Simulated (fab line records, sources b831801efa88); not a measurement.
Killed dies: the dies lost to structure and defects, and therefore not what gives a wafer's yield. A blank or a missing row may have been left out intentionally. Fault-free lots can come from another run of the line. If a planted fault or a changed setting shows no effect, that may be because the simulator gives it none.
2 desks, one fault    flow sky130    only its own numbers are on each desk; what lay behind them is given at the end

FROM THE METROLOGY DESK
Lot by lot, what the gauges showed, no matter which tool ran the lot: averages of those sampled wafers that carry a number. If a lot's mean is further than 4 standard deviations from the usual mean, the lot is out of limits and carries the mark OUT (the distance appears in the brackets).
Columns: A = NWELL_00_OVL at SKY_NWELL_OVL_MEAS_10, usual -0.3 nm; B = cd nm at SKY_VT_ADJUST_HVTP_CD_MEAS_07, usual 381 nm
lot   first seen here  A     B
L364  day 4 12:47      -0.6  379
L365  day 4 18:29      -0.3  384
L366  day 5 00:49      -1.1  382
L368  day 5 12:53      -1.1  381
L369  day 5 19:19      -2.5  380
L370  day 6 01:19      1.3   382
L375  day 7 04:38      -2.1  380
L376  day 7 08:07      -0.3  385
L383  day 9 02:55      -0.9  372
L384  day 9 10:35      -0.1  378
L385  day 9 23:10      0.2   378
L386  day 10 06:41     -0.3  384
This desk's verdict: no lot among the 12 shows anything out of limits.

FOR THE TOOL OWNER'S DESK: litho track-01
The tool's own readings at SKY_VT_ADJUST_LVTN_COAT_02 (resist thk 3000 nm): means of the sampled wafers that have a number, for each lot that ran on this tool. If a lot's mean is further than 4 standard deviations from the usual mean, the lot is out of limits and carries the mark OUT (the distance appears in the brackets).
Columns: A = spin speed rpm at SKY_VT_ADJUST_LVTN_COAT_02, usual 2000.1 rpm
lot   first seen here  A
L364  day 6 09:55      2000.3
L366  day 7 01:07      1999.7
L376  day 9 13:07      2000.1
L383  day 11 12:22     1999.8
L384  day 11 20:58     1855.4 (-99 or more) OUT
L385  day 12 12:48     1856.7 (-99 or more) OUT
This desk's finding: out of limits on L384, L385; first on L384, day 11 20:58 (spin speed rpm at SKY_VT_ADJUST_LVTN_COAT_02). L364, L366, L376, L383: within limits.

ALL TOGETHER
At day 11 20:58, on L384, L385, the tool owner's desk was in a position to raise an alarm.
The metrology desk saw nothing out of limits.
The metrology desk holds a record of L384, L385, inside its limits.
The lots listed all ran SKY_VT_ADJUST_LVTN_COAT_02 on litho track-01.

WHAT THE SIMULATOR HAD INSERTED
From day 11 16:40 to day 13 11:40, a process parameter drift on litho track-01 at SKY_VT_ADJUST_LVTN_COAT_02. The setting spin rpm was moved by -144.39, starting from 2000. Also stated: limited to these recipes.
Lots struck among those shown: L384, L385.
How many hours passed from the start of the fault until each desk's first out-of-limits reading: the tool owner's desk, 4.
